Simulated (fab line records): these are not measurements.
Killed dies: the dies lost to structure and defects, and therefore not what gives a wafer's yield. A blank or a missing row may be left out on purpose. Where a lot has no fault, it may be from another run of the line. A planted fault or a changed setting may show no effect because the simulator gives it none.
Problem report, 8D (eight disciplines) form, completed by code | flow sky130 | the parts of the form that need people (team, actions taken, sign-off) are left out

== 1. PROBLEM STATEMENT ==
METAL2_ALCU_RS at SKY_METAL2_RS_MEAS_05 reads a mean of 0.1355 ohm/sq on 2 wafers of 2 lots; wafers without a fault read 0.1269 ohm/sq with a standard deviation of 0.0011. Relative to the usual mean, that is a shift of +7.8 standard deviations.
The step: measures by four-point-probe.
First seen on wafer L665.6, day 38 15:31, on film-metro-01. At this step, 30 wafers from 10 lots have a number in the record. The rule behind "out" and "out of limits": a value lying over 4 standard deviations away from the usual mean. All remaining wafers that have a number are taken as sound.

== 2. WHAT IT IS; WHAT IT IS NOT ==
question                    | is                           | is not
which readings at this step | METAL2_ALCU_RS               | -
which lots                  | L665, L667                   | L655, L656, L661, L666, L669, L671, L672, L673
which wafers of those lots  | L665.6, L667.3               | L665.2, L665.3, L667.2, L667.5
read on which gauges        | film-metro-01, film-metro-03 | film-metro-02
when                        | from day 38 15:31            | up to then (11 sound wafers); but 17 sound wafers of L666, L667, L669, L671, L672, L673 came after

== 3. WHAT RULES OUT EACH SUSPECT ==
Counting: any tool at a process step up to the reading remains a suspect provided it ran every lot that is out. Sound lots after the first of them don't rule it out here, since some wafers of a struck lot are sound.
- the gauge at SKY_METAL2_RS_MEAS_05 has been ruled out. 2 gauges (film-metro-01, film-metro-03) read the wafers that are out.
- pvd-sputter-02 at SKY_METAL2_SPUTTER_02 (material AlCu, target thk 250 nm, time 13.3 s): kept. Ran every lot that is out, first one L665 (day 38 15:24); last sound lot up to then L661 (day 37 04:35).
Left after counting: pvd-sputter-02 at SKY_METAL2_SPUTTER_02.

== 4. THE CAUSE (what the simulator had put in) ==
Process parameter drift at SKY_METAL2_SPUTTER_02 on pvd-sputter-02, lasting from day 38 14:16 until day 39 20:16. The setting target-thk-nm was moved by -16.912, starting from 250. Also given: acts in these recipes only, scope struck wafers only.
This tool alone remained once counting was done.

== 5. SEQUENCE OF EFFECTS, ordered by route ==
Rows list readings where the struck wafers' mean (over those with a number) sits beyond 3 standard deviations from the usual. Only readings whose record carries a usual standard deviation are examined. hours: median over the lots of the time between each lot's start at the first step of this table that gives one and its start at this step. sigmas: the change, counted in usual standard deviations.
hours | step                   | reading         | usual         | on struck wafers | change  | sigmas
0     | SKY_METAL2_RS_MEAS_05  | METAL2_ALCU_RS  | 0.1269 ohm/sq | 0.1355           | +0.0086 | +7.8
3     | SKY_METAL2_THK_MEAS_06 | METAL2_ALCU_THK | 250.4 nm      | 235.4            | -15.0   | -5.3
Later steps that measure or inspect, where all struck wafers having a row at the step show a number for every such reading and not one has moved that far: SKY_METAL2_CD_MEAS_15.

== 6. HOW IT WOULD HAVE BEEN CAUGHT EARLIER ==
In this record the first reading out of limits at a measuring or inspecting step was taken at day 38 15:31, 1 hour after the fault began at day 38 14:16.
An alarm limit of 4 standard deviations would not have fired on the tool readings at SKY_METAL2_SPUTTER_02 for which the record gives a usual standard deviation, since none of them was out on any struck wafer.
L667, from the lots that are out (2), started SKY_METAL2_SPUTTER_02 on pvd-sputter-02 later than day 38 15:31. Putting the tool on hold at that point would have spared it.
